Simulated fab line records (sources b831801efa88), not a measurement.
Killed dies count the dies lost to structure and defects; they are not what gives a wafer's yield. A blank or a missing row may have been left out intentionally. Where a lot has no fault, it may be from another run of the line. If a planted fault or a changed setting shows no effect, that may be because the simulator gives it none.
fab line records + flow sky130
[record]
- lots = 10
- wafers = 30
- last-day = 50
route steps=708 shown VIA3@587 CAP2M@617 METAL4@634
lots that met no fault: taken from a fault-free run of the same line
start-h: start of the lot's first displayed wafer, in hours after the record's first day + wait-h: hours elapsed since this lot's preceding step + " identical to the entry in the row above + L1.1+2: one row covering several wafers at once + - no value, or no start was given + * or withheld: withheld + < > ~ a bound
route shown NAME@n: names a module that has steps shown in the file, with the first one's number in the route + usual: the fault-free wafers' mean and standard deviation + same: alike in all rows + chamber/n: place in a boat + sites: the reading at each site + _std_site: standard deviation of those values + _edge_site: the outer-site mean with the inner-site mean subtracted + radius-mm: for every site, how far away it sits from the centre of the wafer + mask NAME#n: copy n + behind: the last tool/chamber to shape the wafer + hold: what put the lot on hold/how long, in hours/how the hold closed + device: whichever transistor did not switch (one of n, p or np) + end of line: at the end of the route, the tests of the same wafers + a step with no rows: only its recipe + killed: at the first sort, the dies lost to defects and structure; wafer yield is something else + map: a wafer's dies, marking killed ones x, the rest . and places with no die _
set.NAME: the setting as run; set.NAME@STEP: as run at that earlier step + model.NAME: the simulator's own value behind a step, which no gauge read
a sample of lots followed through the steps of the route, with each step as a table and each wafer as a row
services: a tool's chamber out of use, with start hour (start-h, from the record's first day; less than 0 if before it), hours out, and reason
[[steps]]
[step SKY_VIA3_ETCH_14]
[recipe]
- chemistry = N2/H2
- target = BARC
- ion-energy-ev = 200
- source-w = 500
- bias-w = 100
- pressure-mtorr = 30
- n2-flow-sccm = 100
- h2-flow-sccm = 200
- stop-on = SiO2
- time-s = 45.9
- target-depth-a = 600
[usual]
- bias-w = 100.02/0.26
- drypump-motor-current-A = 5.8/0.34
- oes-product-au = 0.854/0.0047
- throttle-valve-pct = 13.223/0.0093
| lot.wafer | tool        | chamber | start-h | wait-h | bias-w | drypump-motor-current-A | oes-product-au | rf-hours-counter-h | throttle-valve-pct |
|-----------|-------------|---------|---------|--------|--------|-------------------------|----------------|--------------------|--------------------|
| L858.1    | rie-diel-04 | 0       | 930.63  | 0.0    | 100.95 | 6.2                     | 0.850          | 4                  | 13.231             |
| L858.2    | "           | 2       | "       | "      | 99.83  | 5.9                     | 0.851          | 3                  | 13.215             |
| L858.6    | "           | 2       | "       | "      | 100.07 | 5.8                     | 0.854          | -                  | 13.224             |
| L859.1    | rie-diel-04 | 3       | 942.09  | 0.0    | 100.36 | 6.0                     | 0.862          | 15                 | 13.228             |
| L859.2    | "           | 0       | "       | "      | 99.99  | 6.1                     | 0.849          | 4                  | 13.233             |
| L859.6    | "           | 2       | "       | "      | 99.69  | 5.8                     | 0.851          | -                  | 13.226             |
| L861.1    | rie-diel-04 | 0       | 956.19  | 0.0    | 99.83  | 6.2                     | 0.855          | 4                  | 13.221             |
| L861.2    | "           | 2       | "       | "      | 99.81  | 5.8                     | 0.846          | 4                  | 13.222             |
| L861.6    | "           | 2       | "       | "      | 100.22 | 5.8                     | 0.850          | -                  | 13.236             |
| L864.2    | rie-diel-01 | 0       | 977.24  | 0.0    | 100.43 | 5.9                     | 0.860          | 9                  | 13.216             |
| L864.5    | "           | 3       | "       | "      | 99.91  | 6.3                     | 0.848          | -                  | 13.203             |
| L864.6    | "           | 0       | "       | "      | 100.05 | 5.9                     | 0.856          | -                  | 13.215             |
| L865.2    | rie-diel-04 | 3       | 978.97  | 0.0    | 100.12 | 6.0                     | 0.848          | 16                 | 13.239             |
| L865.3    | "           | 1       | "       | "      | 99.54  | 6.0                     | 0.859          | 23                 | 13.216             |
| L865.4    | "           | 2       | "       | "      | 99.48  | 5.9                     | 0.853          | 4                  | 13.234             |
| L868.1    | rie-diel-04 | 2       | 1009.67 | 0.0    | 99.69  | 5.8                     | 0.852          | 5                  | 13.229             |
| L868.4    | "           | 0       | "       | "      | 100.30 | 6.1                     | 0.849          | 6                  | 13.217             |
| L868.6    | "           | 0       | "       | "      | 99.85  | 6.1                     | 0.849          | -                  | 13.229             |
| L869.1    | rie-diel-02 | 2       | 1014.79 | 0.0    | 100.16 | 5.1                     | 0.849          | 16                 | 13.230             |
| L869.2    | "           | 3       | "       | "      | 100.02 | 5.5                     | 0.852          | 4                  | 13.218             |
| L869.3    | "           | 1       | "       | "      | 100.25 | 5.5                     | 0.856          | 19                 | 13.223             |
| L877.4    | rie-diel-01 | 1       | 1063.79 | 0.0    | 99.74  | 5.4                     | 0.862          | 16                 | 13.219             |
| L877.5    | "           | 1       | "       | "      | 99.57  | 5.4                     | 0.859          | -                  | 13.238             |
| L877.6    | "           | 2       | "       | "      | 100.17 | 5.0                     | 0.846          | -                  | 13.225             |
| L880.2    | rie-diel-04 | 1       | 1080.89 | 0.0    | 100.28 | 6.0                     | 0.867          | 0                  | 13.223             |
| L880.4    | "           | 0       | "       | "      | 100.02 | 6.1                     | 0.848          | 8                  | 13.215             |
| L880.6    | "           | 1       | "       | "      | 99.54  | 6.0                     | 0.855          | -                  | 13.217             |
| L881.1    | rie-diel-02 | 2       | 1083.32 | 0.0    | 99.75  | 5.1                     | 0.856          | 18                 | 13.230             |
| L881.2    | "           | 1       | "       | "      | 100.03 | 5.5                     | 0.857          | 21                 | 13.225             |
| L881.6    | "           | 1       | "       | "      | 100.13 | 5.5                     | 0.855          | -                  | 13.230             |
[step SKY_VIA3_THK_MEAS_23]
[recipe]
- thk-meas-gauge = xrf
- reads = W_of_VIA3_CVD_21
[usual]
- VIA3_W_THK = 387/5.8
| lot.wafer | tool          | chamber | start-h | wait-h | VIA3_W_THK[nm] |
|-----------|---------------|---------|---------|--------|----------------|
| L858.1    | film-metro-03 | -       | 931.67  | 0.1    | 389            |
| L858.2    | "             | -       | "       | "      | 379            |
| L858.6    | "             | -       | "       | "      | 379            |
| L859.1    | film-metro-01 | -       | 943.09  | 0.1    | 386            |
| L859.2    | "             | -       | "       | "      | 385            |
| L859.6    | "             | -       | "       | "      | 383            |
| L861.1    | film-metro-01 | -       | 957.27  | 0.1    | 394            |
| L861.2    | "             | -       | "       | "      | 387            |
| L861.6    | "             | -       | "       | "      | 384            |
| L864.2    | film-metro-04 | -       | 978.60  | 0.1    | 387            |
| L864.5    | "             | -       | "       | "      | 384            |
| L864.6    | "             | -       | "       | "      | 399            |
| L865.2    | film-metro-03 | -       | 980.02  | 0.1    | 379            |
| L865.3    | "             | -       | "       | "      | 372            |
| L865.4    | "             | -       | "       | "      | 382            |
| L868.1    | film-metro-03 | -       | 1010.82 | 0.1    | 392            |
| L868.4    | "             | -       | "       | "      | 379            |
| L868.6    | "             | -       | "       | "      | 380            |
| L869.1    | film-metro-01 | -       | 1015.79 | 0.1    | 383            |
| L869.2    | "             | -       | "       | "      | 392            |
| L869.3    | "             | -       | "       | "      | 394            |
| L877.4    | film-metro-04 | -       | 1065.21 | 0.1    | 390            |
| L877.5    | "             | -       | "       | "      | 381            |
| L877.6    | "             | -       | "       | "      | 390            |
| L880.2    | film-metro-01 | -       | 1081.90 | 0.1    | 388            |
| L880.4    | "             | -       | "       | "      | 380            |
| L880.6    | "             | -       | "       | "      | 377            |
| L881.1    | film-metro-04 | -       | 1084.32 | 0.1    | 386            |
| L881.2    | "             | -       | "       | "      | 398            |
| L881.6    | "             | -       | "       | "      | 386            |
[step SKY_CAP2M_STRIP_14]
[recipe]
- chemistry = O2/N2
- power-w = 1400
- pressure-mtorr = 1500
- platen-temp-c = withheld
- o2-flow-sccm = 2896
- n2-flow-sccm = 300
- overash-fraction = 0.5
[usual]
- drypump-motor-current-A = 5.5/0.36
- oes-product-au = 0.710/0.0045
- strip-time-to-endpoint-s = 12.67/0.053
| lot.wafer | tool            | chamber | start-h | wait-h | drypump-motor-current-A | oes-product-au | rf-hours-counter-h | strip-time-to-endpoint-s |
|-----------|-----------------|---------|---------|--------|-------------------------|----------------|--------------------|--------------------------|
| L858.1    | plasma-asher-04 | 0       | 957.20  | 0.1    | 5.1                     | 0.704          | 117                | 12.67                    |
| L858.2    | "               | 1       | "       | "      | 5.7                     | 0.708          | 117                | 12.70                    |
| L858.6    | "               | 0       | "       | "      | 5.1                     | 0.712          | -                  | 12.64                    |
| L859.1    | plasma-asher-04 | 1       | 968.49  | 0.1    | 5.6                     | 0.705          | 118                | 12.70                    |
| L859.2    | "               | 0       | "       | "      | 5.1                     | 0.716          | 118                | 12.74                    |
| L859.6    | "               | 1       | "       | "      | 5.7                     | 0.712          | -                  | 12.72                    |
| L861.1    | plasma-asher-02 | 0       | 981.95  | 0.1    | 5.1                     | 0.711          | 24                 | 12.64                    |
| L861.2    | "               | 1       | "       | "      | 5.9                     | 0.707          | 24                 | 12.68                    |
| L861.6    | "               | 1       | "       | "      | 5.9                     | 0.706          | -                  | 12.68                    |
| L864.2    | plasma-asher-04 | 0       | 1003.29 | 0.1    | 5.1                     | 0.713          | 121                | 12.55                    |
| L864.5    | "               | 0       | "       | "      | 5.1                     | 0.709          | -                  | 12.57                    |
| L864.6    | "               | 1       | "       | "      | 5.6                     | 0.711          | -                  | 12.58                    |
| L865.2    | plasma-asher-02 | 1       | 1004.40 | 0.1    | 5.9                     | 0.708          | 27                 | 12.67                    |
| L865.3    | "               | 1       | "       | "      | 5.9                     | 0.710          | -                  | 12.76                    |
| L865.4    | "               | 0       | "       | "      | 5.1                     | 0.710          | -                  | 12.69                    |
| L868.1    | plasma-asher-04 | 1       | 1034.34 | 0.1    | 5.6                     | 0.719          | 124                | 12.67                    |
| L868.4    | "               | 1       | "       | "      | 5.7                     | 0.707          | -                  | 12.72                    |
| L868.6    | "               | 0       | "       | "      | 5.1                     | 0.701          | -                  | 12.68                    |
| L869.1    | plasma-asher-03 | 0       | 1039.40 | 0.1    | 5.7                     | 0.708          | 91                 | 12.71                    |
| L869.2    | "               | 1       | "       | "      | 6.1                     | 0.716          | 91                 | 12.62                    |
| L869.3    | "               | 0       | "       | "      | 5.7                     | 0.706          | -                  | 12.58                    |
| L877.4    | plasma-asher-02 | 1       | 1087.43 | 0.1    | 5.9                     | 0.711          | -                  | 12.72                    |
| L877.5    | "               | 0       | "       | "      | 5.1                     | 0.711          | -                  | 12.65                    |
| L877.6    | "               | 1       | "       | "      | 5.9                     | 0.708          | -                  | 12.70                    |
| L880.2    | plasma-asher-04 | 0       | 1102.99 | 0.1    | 5.1                     | 0.708          | 4                  | 12.63                    |
| L880.4    | "               | 0       | "       | "      | 5.1                     | 0.715          | -                  | 12.62                    |
| L880.6    | "               | 0       | "       | "      | 5.1                     | 0.714          | -                  | 12.58                    |
| L881.1    | plasma-asher-04 | 1       | 1105.35 | 0.1    | 5.7                     | 0.717          | 4                  | 12.73                    |
| L881.2    | "               | 0       | "       | "      | 5.1                     | 0.707          | 4                  | 12.64                    |
| L881.6    | "               | 1       | "       | "      | 5.6                     | 0.713          | -                  | 12.72                    |
[step SKY_METAL4_METAL_ETCH_18]
[recipe]
- target-depth-a = 8450
- stop-on = SiO2
- over-etch-frac = 0.3
- time-s = 183.1
- chemistry = Cl2/BCl3
- resist-sidewall-deg = 88
- pressure-mtorr = 10
- icp-w = 900
- bias-w = 48.5
- Cl2_flow_sccm = 60
- bcl3-flow-sccm = 30
[usual]
- bias-w = 48.52/0.14
- drypump-motor-current-A = 5.6/0.34
- oes-product-au = 0.867/0.0062
- throttle-valve-pct = 22.264/0.0086
| lot.wafer | tool         | chamber | start-h | wait-h | bias-w | drypump-motor-current-A | oes-product-au | rf-hours-counter-h | throttle-valve-pct |
|-----------|--------------|---------|---------|--------|--------|-------------------------|----------------|--------------------|--------------------|
| L858.1    | rie-metal-02 | 0       | 982.32  | 0.0    | 48.49  | 6.2                     | 0.858          | 13                 | 22.261             |
| L858.2    | "            | 1       | "       | "      | 48.46  | 5.3                     | 0.867          | 11                 | 22.268             |
| L858.6    | "            | 0       | "       | "      | 48.47  | 6.2                     | 0.855          | -                  | 22.271             |
| L859.1    | rie-metal-02 | 1       | 993.47  | 0.0    | 48.52  | 5.3                     | 0.866          | 11                 | 22.268             |
| L859.2    | "            | 0       | "       | "      | 48.44  | 6.2                     | 0.881          | 14                 | 22.258             |
| L859.6    | "            | 1       | "       | "      | 48.44  | 5.3                     | 0.860          | -                  | 22.285             |
| L861.1    | rie-metal-04 | 1       | 1005.64 | 0.0    | 48.72  | 5.7                     | 0.861          | 18                 | 22.273             |
| L861.2    | "            | 0       | "       | "      | 48.39  | 5.4                     | 0.858          | 16                 | 22.250             |
| L861.6    | "            | 0       | "       | "      | 48.62  | 5.4                     | 0.852          | -                  | 22.256             |
| L864.2    | rie-metal-03 | 1       | 1028.02 | 0.0    | 48.59  | 5.7                     | 0.864          | 15                 | 22.268             |
| L864.5    | "            | 1       | "       | "      | 48.36  | 5.7                     | 0.874          | -                  | 22.270             |
| L864.6    | "            | 0       | "       | "      | 48.51  | 5.3                     | 0.861          | -                  | 22.265             |
| L865.2    | rie-metal-02 | 1       | 1028.24 | 0.0    | 48.50  | 5.3                     | 0.868          | 13                 | 22.263             |
| L865.3    | "            | 0       | "       | "      | 48.52  | 6.2                     | 0.864          | -                  | 22.264             |
| L865.4    | "            | 1       | "       | "      | 48.21  | 5.3                     | 0.876          | -                  | 22.255             |
| L868.1    | rie-metal-03 | 1       | 1057.94 | 0.0    | 48.56  | 5.6                     | 0.865          | 17                 | 22.281             |
| L868.4    | "            | 0       | "       | "      | 48.63  | 5.2                     | 0.867          | -                  | 22.256             |
| L868.6    | "            | 0       | "       | "      | 48.70  | 5.2                     | 0.864          | -                  | 22.255             |
| L869.1    | rie-metal-02 | 0       | 1061.79 | 0.0    | 48.41  | 6.2                     | 0.870          | 18                 | 22.250             |
| L869.2    | "            | 0       | "       | "      | 48.55  | 6.2                     | 0.874          | -                  | 22.263             |
| L869.3    | "            | 0       | "       | "      | 48.58  | 6.2                     | 0.873          | -                  | 22.264             |
| L877.4    | rie-metal-02 | 1       | 1109.86 | 0.1    | 62.22  | 5.3                     | 0.869          | -                  | 22.252             |
| L877.5    | "            | 0       | "       | "      | 62.25  | 6.2                     | 0.862          | -                  | 22.256             |
| L877.6    | "            | 1       | "       | "      | 62.27  | 5.3                     | 0.862          | -                  | 22.255             |
| L880.2    | rie-metal-02 | 0       | 1124.32 | 0.0    | 62.03  | 6.2                     | 0.867          | 23                 | 22.248             |
| L880.4    | "            | 1       | "       | "      | 62.28  | 5.3                     | 0.877          | -                  | 22.264             |
| L880.6    | "            | 0       | "       | "      | 62.14  | 6.2                     | 0.864          | -                  | 22.259             |
| L881.1    | rie-metal-04 | 1       | 1125.89 | 0.0    | 48.54  | 5.6                     | 0.871          | 0                  | 22.266             |
| L881.2    | "            | 0       | "       | "      | 48.51  | 5.4                     | 0.869          | 25                 | 22.268             |
| L881.6    | "            | 1       | "       | "      | 48.65  | 5.7                     | 0.875          | -                  | 22.264             |
[step SKY_METAL4_STRIP_19]
[recipe]
- chemistry = O2/N2
- power-w = 1400
- pressure-mtorr = 1500
- platen-temp-c = withheld
- o2-flow-sccm = 3000
- n2-flow-sccm = 300
- overash-fraction = 0.5
[usual]
- drypump-motor-current-A = 5.6/0.33
- oes-product-au = 0.503/0.0061
- strip-time-to-endpoint-s = 6.56/0.1
| lot.wafer | tool            | chamber | start-h | wait-h | drypump-motor-current-A | oes-product-au | rf-hours-counter-h | strip-time-to-endpoint-s |
|-----------|-----------------|---------|---------|--------|-------------------------|----------------|--------------------|--------------------------|
| L858.1    | plasma-asher-04 | 0       | 982.50  | 0.1    | 5.1                     | 0.502          | 119                | 6.50                     |
| L858.2    | "               | 1       | "       | "      | 5.7                     | 0.513          | 119                | 6.68                     |
| L858.6    | "               | 1       | "       | "      | 5.7                     | 0.494          | -                  | 6.49                     |
| L859.1    | plasma-asher-04 | 1       | 993.65  | 0.1    | 5.6                     | 0.508          | 120                | 6.51                     |
| L859.2    | "               | 0       | "       | "      | 5.1                     | 0.490          | 120                | 6.38                     |
| L859.6    | "               | 0       | "       | "      | 5.1                     | 0.489          | -                  | 6.47                     |
| L861.1    | plasma-asher-04 | 0       | 1005.82 | 0.1    | 5.1                     | 0.504          | 121                | 6.58                     |
| L861.2    | "               | 1       | "       | "      | 5.6                     | 0.511          | 121                | 6.62                     |
| L861.6    | "               | 0       | "       | "      | 5.1                     | 0.503          | -                  | 6.62                     |
| L864.2    | plasma-asher-03 | 0       | 1028.20 | 0.1    | 5.7                     | 0.500          | 89                 | 6.60                     |
| L864.5    | "               | 1       | "       | "      | 6.1                     | 0.501          | -                  | 6.55                     |
| L864.6    | "               | 0       | "       | "      | 5.7                     | 0.504          | -                  | 6.65                     |
| L865.2    | plasma-asher-04 | 1       | 1028.42 | 0.1    | 5.7                     | 0.505          | 124                | 6.53                     |
| L865.3    | "               | 1       | "       | "      | 5.6                     | 0.500          | -                  | 6.46                     |
| L865.4    | "               | 0       | "       | "      | 5.1                     | 0.498          | -                  | 6.56                     |
| L868.1    | plasma-asher-01 | 1       | 1058.12 | 0.1    | 5.2                     | 0.505          | 61                 | 6.54                     |
| L868.4    | "               | 1       | "       | "      | 5.2                     | 0.506          | -                  | 6.72                     |
| L868.6    | "               | 0       | "       | "      | 5.6                     | 0.514          | -                  | 6.67                     |
| L869.1    | plasma-asher-03 | 1       | 1062.15 | 0.3    | 6.1                     | 0.510          | 94                 | 6.45                     |
| L869.2    | "               | 0       | "       | "      | 5.7                     | 0.493          | 94                 | 6.45                     |
| L869.3    | "               | 0       | "       | "      | 5.7                     | 0.504          | -                  | 6.45                     |
| L877.4    | plasma-asher-03 | 0       | 1110.02 | 0.1    | 5.7                     | 0.480          | -                  | 5.98                     |
| L877.5    | "               | 1       | "       | "      | 6.1                     | 0.464          | -                  | 5.65                     |
| L877.6    | "               | 0       | "       | "      | 5.6                     | 0.482          | -                  | 5.90                     |
| L880.2    | plasma-asher-01 | 1       | 1124.50 | 0.1    | 5.2                     | 0.474          | 67                 | 5.86                     |
| L880.4    | "               | 1       | "       | "      | 5.2                     | 0.491          | -                  | 6.10                     |
| L880.6    | "               | 1       | "       | "      | 5.2                     | 0.475          | -                  | 5.88                     |
| L881.1    | plasma-asher-01 | 1       | 1126.07 | 0.1    | 5.2                     | 0.499          | 67                 | 6.41                     |
| L881.2    | "               | 0       | "       | "      | 5.6                     | 0.496          | 67                 | 6.61                     |
| L881.6    | "               | 0       | "       | "      | 5.6                     | 0.499          | -                  | 6.40                     |
[[services]]
| tool            | chamber | start-h | hours | kind       |
|-----------------|---------|---------|-------|------------|
| rie-diel-01     | -       | 912.95  | 0.8   | repair     |
| plasma-asher-03 | -       | 928.35  | 1.0   | repair     |
| rie-metal-04    | -       | 933.36  | 4.3   | pm         |
| plasma-asher-03 | -       | 934.25  | 2.8   | pm         |
| plasma-asher-01 | -       | 934.33  | 1.2   | repair     |
| plasma-asher-01 | -       | 935.68  | 1.6   | repair     |
| rie-metal-04    | -       | 947.51  | 1.5   | repair     |
| rie-diel-01     | 2       | 952.14  | 4.3   | repair     |
| rie-diel-02     | -       | 962.46  | 2.8   | pm         |
| rie-diel-04     | 1       | 973.20  | 5.4   | repair     |
| rie-metal-04    | -       | 974.93  | 2.8   | pm         |
| rie-diel-02     | 2       | 992.94  | 3.8   | repair     |
| plasma-asher-01 | -       | 993.15  | 2.8   | pm         |
| plasma-asher-02 | -       | 1035.97 | 26.9  | repair     |
| rie-diel-01     | 3       | 1049.39 | 11.8  | repair     |
| plasma-asher-04 | -       | 1055.25 | 9.0   | pm         |
| plasma-asher-04 | 0       | 1055.25 | 9.0   | vent-cycle |
| plasma-asher-04 | 1       | 1055.25 | 9.0   | vent-cycle |
| rie-metal-02    | 1       | 1055.48 | 7.9   | repair     |
| plasma-asher-02 | -       | 1064.06 | 1.7   | repair     |
| plasma-asher-04 | 0       | 1064.25 | -     | clean      |
| rie-diel-04     | 2       | 1073.35 | 2.0   | repair     |
| rie-diel-04     | 0       | 1082.30 | 11.0  | repair     |
| rie-diel-01     | 3       | 1109.47 | 19.0  | repair     |
[[key]]
[first-sign]
- step = SKY_METAL4_METAL_ETCH_18
- reading = bias-w
- direction = up
- sigmas = 98
- usual = 48.52
- struck = 62.20
[effect]
- step = SKY_METAL4_STRIP_19
- reading = strip-time-to-endpoint-s
- direction = down
- sigmas = 6.6
- usual = *
- struck = *
met-at SKY_METAL4_METAL_ETCH_18
struck-lots L877,L880
not-acting-at SKY_VIA3_ETCH_14,SKY_VIA3_THK_MEAS_23,SKY_CAP2M_STRIP_14
onset-between 1061.79 1109.86
[fault]
- kind = process-parameter-drift
- tool = rie-metal-02
- chamber = -
- onset-h = 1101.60
- steps = SKY_METAL4_METAL_ETCH_18
- channel = bias-w
- offset = 13.71
- shape = step
- end-h = 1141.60
- acts-in = these-recipes-only
- stated = 48.5
